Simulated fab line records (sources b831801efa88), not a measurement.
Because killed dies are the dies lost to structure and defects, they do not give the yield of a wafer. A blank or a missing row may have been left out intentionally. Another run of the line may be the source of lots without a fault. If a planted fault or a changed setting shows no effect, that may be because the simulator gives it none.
Chamber matching + flow sky130 + cmp-02 running SKY_VIA4_CMP_02: 4 sister chambers
The step polishes SiO2. 18 wafers are shown with their chamber, then 9 later ones without.

== WAFERS WITH THEIR CHAMBER ==
| wafer  | chamber | motor current A (A) | retaining ring pressure frac | slurry flow ml min |
|--------|---------|---------------------|------------------------------|--------------------|
| L945.1 | 0       | 13.2                | 1.007                        | 150.5              |
| L945.3 | 1       | 13.1                | 0.995                        | 149.9              |
| L945.4 | 3       | 11.9                | 0.991                        | 150.1              |
| L946.1 | 0       | 13.1                | 1.003                        | 150.0              |
| L946.5 | 1       | 13.0                | 1.002                        | 150.7              |
| L946.6 | 0       | 12.4                | 0.997                        | 150.7              |
| L948.1 | 1       | 13.5                | 1.000                        | 150.3              |
| L948.2 | 0       | 12.6                | 1.006                        | 149.9              |
| L948.3 | 3       | 12.1                | 1.000                        | 149.1              |
| L950.2 | 3       | 12.0                | 0.994                        | 150.7              |
| L950.4 | 0       | 13.2                | 1.002                        | 149.3              |
| L950.6 | 0       | 12.9                | 1.007                        | 149.9              |
| L953.3 | 3       | 12.3                | 1.010                        | 149.6              |
| L953.5 | 3       | 12.1                | 0.996                        | 149.4              |
| L953.6 | 2       | 11.6                | 1.007                        | 149.5              |
| L964.1 | 3       | 12.0                | 0.999                        | 149.7              |
| L964.5 | 0       | 12.5                | 1.002                        | 149.1              |
| L964.6 | 1       | 12.9                | 1.004                        | 149.9              |

SIGNATURES (averages over the wafers above)
| reading                      | chamber 0 | chamber 1 | chamber 2 | chamber 3 | scatter within a chamber |
|------------------------------|-----------|-----------|-----------|-----------|--------------------------|
| motor current A              | 12.843    | 13.125    | 11.600    | 12.067    | 0.267                    |
| retaining ring pressure frac | 1.00343   | 1.00025   | 1.00700   | 0.99833   | 0.00493                  |
| slurry flow ml min           | 149.914   | 150.200   | 149.500   | 149.767   | 0.537                    |
Rule: a wafer's distance from a chamber is the root of the sum, over the readings, of the square of ((its reading less the chamber's mean) divided by the reading's scatter). The wafer belongs to the nearest chamber; if the next one is less than 2 further off, it can't be placed. The scatter: take each reading less its chamber's mean, square it, sum over the shown wafers, divide by the number of wafers less the number of chambers, and take the root.

== WAFERS WITHOUT THEIR CHAMBER ==
| wafer  | motor current A (A) | retaining ring pressure frac | slurry flow ml min |
|--------|---------------------|------------------------------|--------------------|
| L966.2 | 11.8                | 0.992                        | 150.1              |
| L966.4 | 11.3                | 1.002                        | 150.0              |
| L966.5 | 12.5                | 1.005                        | 149.6              |
| L967.4 | 13.1                | 0.997                        | 150.2              |
| L967.5 | 12.9                | 1.012                        | 150.8              |
| L967.6 | 13.1                | 1.001                        | 150.3              |
| L968.1 | 12.4                | 1.007                        | 150.0              |
| L968.5 | 12.6                | 1.009                        | 150.4              |
| L968.6 | 13.2                | 1.006                        | 149.9              |

== WHICH CHAMBER EACH WENT THROUGH ==
| wafer  | from the rows above               | in truth |
|--------|-----------------------------------|----------|
| L966.2 | can't be placed: 3 or 2           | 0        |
| L966.4 | can't be placed: 2 or 3           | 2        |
| L966.5 | can't be placed: 0 or 3 or 1 or 2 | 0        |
| L967.4 | can't be placed: 1 or 0           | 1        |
| L967.5 | can't be placed: 0 or 1           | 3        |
| L967.6 | can't be placed: 1 or 0           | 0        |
| L968.1 | can't be placed: 0 or 3 or 1 or 2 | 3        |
| L968.5 | can't be placed: 0 or 1 or 3      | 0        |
| L968.6 | can't be placed: 1 or 0           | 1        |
Placed correctly: 0 of 9. Unplaceable from these rows: 9, with the true chamber sitting among the candidates in 7. Number placed wrongly: 0.
